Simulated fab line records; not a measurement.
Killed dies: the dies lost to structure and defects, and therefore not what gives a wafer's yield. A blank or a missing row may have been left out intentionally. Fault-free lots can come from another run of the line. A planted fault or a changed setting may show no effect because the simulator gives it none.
Split-lot study :: flow sfq-line :: route with 325 steps; 5 lots, 23 wafers read

== THE SPLIT ==
At SFQ_TRILAYER_INCOMING_OXIDATION_002 (target thk 500 nm, ox time 4939 s), the setting ox-time-s was moved away from the recipe's 4939 s on 20 of the 23 wafers read, by -13.7% to +12.1%. All remaining wafers had this setting at the recipe value.

The reading comes from the split's own step.

== THE READING ==
SiO2_of_TRILAYER_INCOMING_OXIDATION_002.thk-nm (the simulator's own value, which no gauge read), in nm, at SFQ_TRILAYER_INCOMING_OXIDATION_002 (target thk 500 nm, ox time 4939 s). The file gives no usual value for it. Across the 3 wafers here that went through the recipe, the average is 513.7 nm and the standard deviation 1.3 nm.

wafer: L075.1
tool, chamber at the split: -, -
ox-time-s as run, s: 4478
against the recipe: -9.3%
SiO2_of_TRILAYER_INCOMING_OXIDATION_002.thk-nm, nm: 476.1
against lot-mates on the recipe: no lot-mate on the recipe

wafer: L075.2
tool, chamber at the split: -, -
ox-time-s as run, s: 4478
against the recipe: -9.3%
SiO2_of_TRILAYER_INCOMING_OXIDATION_002.thk-nm, nm: 476.1
against lot-mates on the recipe: no lot-mate on the recipe

wafer: L075.3
tool, chamber at the split: -, -
ox-time-s as run, s: 4478
against the recipe: -9.3%
SiO2_of_TRILAYER_INCOMING_OXIDATION_002.thk-nm, nm: 470.9
against lot-mates on the recipe: no lot-mate on the recipe

wafer: L075.4
tool, chamber at the split: -, -
ox-time-s as run, s: 4478
against the recipe: -9.3%
SiO2_of_TRILAYER_INCOMING_OXIDATION_002.thk-nm, nm: 474
against lot-mates on the recipe: no lot-mate on the recipe

wafer: L075.6
tool, chamber at the split: -, -
ox-time-s as run, s: 4478
against the recipe: -9.3%
SiO2_of_TRILAYER_INCOMING_OXIDATION_002.thk-nm, nm: 481.1
against lot-mates on the recipe: no lot-mate on the recipe

wafer: L078.2
tool, chamber at the split: -, -
ox-time-s as run, s: 5539
against the recipe: +12.1%
SiO2_of_TRILAYER_INCOMING_OXIDATION_002.thk-nm, nm: 538.4
against lot-mates on the recipe: no lot-mate on the recipe

wafer: L078.3
tool, chamber at the split: -, -
ox-time-s as run, s: 5539
against the recipe: +12.1%
SiO2_of_TRILAYER_INCOMING_OXIDATION_002.thk-nm, nm: 534.2
against lot-mates on the recipe: no lot-mate on the recipe

wafer: L078.4
tool, chamber at the split: -, -
ox-time-s as run, s: 5539
against the recipe: +12.1%
SiO2_of_TRILAYER_INCOMING_OXIDATION_002.thk-nm, nm: 539.3
against lot-mates on the recipe: no lot-mate on the recipe

wafer: L078.5
tool, chamber at the split: -, -
ox-time-s as run, s: 5539
against the recipe: +12.1%
SiO2_of_TRILAYER_INCOMING_OXIDATION_002.thk-nm, nm: 541.2
against lot-mates on the recipe: no lot-mate on the recipe

wafer: L078.6
tool, chamber at the split: -, -
ox-time-s as run, s: 5539
against the recipe: +12.1%
SiO2_of_TRILAYER_INCOMING_OXIDATION_002.thk-nm, nm: 535.8
against lot-mates on the recipe: no lot-mate on the recipe

wafer: L080.1
tool, chamber at the split: furnace-01, 0
ox-time-s as run, s: 4939
against the recipe: recipe
SiO2_of_TRILAYER_INCOMING_OXIDATION_002.thk-nm, nm: 513.5
against lot-mates on the recipe: -

wafer: L080.3
tool, chamber at the split: furnace-01, 0
ox-time-s as run, s: 4939
against the recipe: recipe
SiO2_of_TRILAYER_INCOMING_OXIDATION_002.thk-nm, nm: 512.3
against lot-mates on the recipe: -

wafer: L080.4
tool, chamber at the split: furnace-01, 0
ox-time-s as run, s: 4939
against the recipe: recipe
SiO2_of_TRILAYER_INCOMING_OXIDATION_002.thk-nm, nm: 515.4
against lot-mates on the recipe: -

wafer: L083.1
tool, chamber at the split: -, -
ox-time-s as run, s: 4260
against the recipe: -13.7%
SiO2_of_TRILAYER_INCOMING_OXIDATION_002.thk-nm, nm: 454.8
against lot-mates on the recipe: no lot-mate on the recipe

wafer: L083.2
tool, chamber at the split: -, -
ox-time-s as run, s: 4260
against the recipe: -13.7%
SiO2_of_TRILAYER_INCOMING_OXIDATION_002.thk-nm, nm: 442.7
against lot-mates on the recipe: no lot-mate on the recipe

wafer: L083.3
tool, chamber at the split: -, -
ox-time-s as run, s: 4260
against the recipe: -13.7%
SiO2_of_TRILAYER_INCOMING_OXIDATION_002.thk-nm, nm: 447.9
against lot-mates on the recipe: no lot-mate on the recipe

wafer: L083.4
tool, chamber at the split: -, -
ox-time-s as run, s: 4260
against the recipe: -13.7%
SiO2_of_TRILAYER_INCOMING_OXIDATION_002.thk-nm, nm: 446.1
against lot-mates on the recipe: no lot-mate on the recipe

wafer: L083.5
tool, chamber at the split: -, -
ox-time-s as run, s: 4260
against the recipe: -13.7%
SiO2_of_TRILAYER_INCOMING_OXIDATION_002.thk-nm, nm: 448.1
against lot-mates on the recipe: no lot-mate on the recipe

wafer: L084.1
tool, chamber at the split: -, -
ox-time-s as run, s: 5491
against the recipe: +11.2%
SiO2_of_TRILAYER_INCOMING_OXIDATION_002.thk-nm, nm: 539.4
against lot-mates on the recipe: no lot-mate on the recipe

wafer: L084.5
tool, chamber at the split: -, -
ox-time-s as run, s: 5491
against the recipe: +11.2%
SiO2_of_TRILAYER_INCOMING_OXIDATION_002.thk-nm, nm: 539.4
against lot-mates on the recipe: no lot-mate on the recipe

wafer: L084.2
tool, chamber at the split: -, -
ox-time-s as run, s: 5491
against the recipe: +11.2%
SiO2_of_TRILAYER_INCOMING_OXIDATION_002.thk-nm, nm: 540.5
against lot-mates on the recipe: no lot-mate on the recipe

wafer: L084.3
tool, chamber at the split: -, -
ox-time-s as run, s: 5491
against the recipe: +11.2%
SiO2_of_TRILAYER_INCOMING_OXIDATION_002.thk-nm, nm: 539.9
against lot-mates on the recipe: no lot-mate on the recipe

wafer: L084.6
tool, chamber at the split: -, -
ox-time-s as run, s: 5491
against the recipe: +11.2%
SiO2_of_TRILAYER_INCOMING_OXIDATION_002.thk-nm, nm: 536.8
against lot-mates on the recipe: no lot-mate on the recipe

THE FIT
A straight line over all 23 wafers: SiO2_of_TRILAYER_INCOMING_OXIDATION_002.thk-nm changes by +3.35 nm for each +1% of ox-time-s; r = +0.98; the points scatter about the line by 7.4 nm.
Too few moved wafers with a lot-mate on the recipe to fit a line net of each lot's own level.

== THE FILE'S OWN FIT ==
SiO2_of_TRILAYER_INCOMING_OXIDATION_002.thk-nm changes by +3.35 nm for each +1% of ox-time-s, r = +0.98.
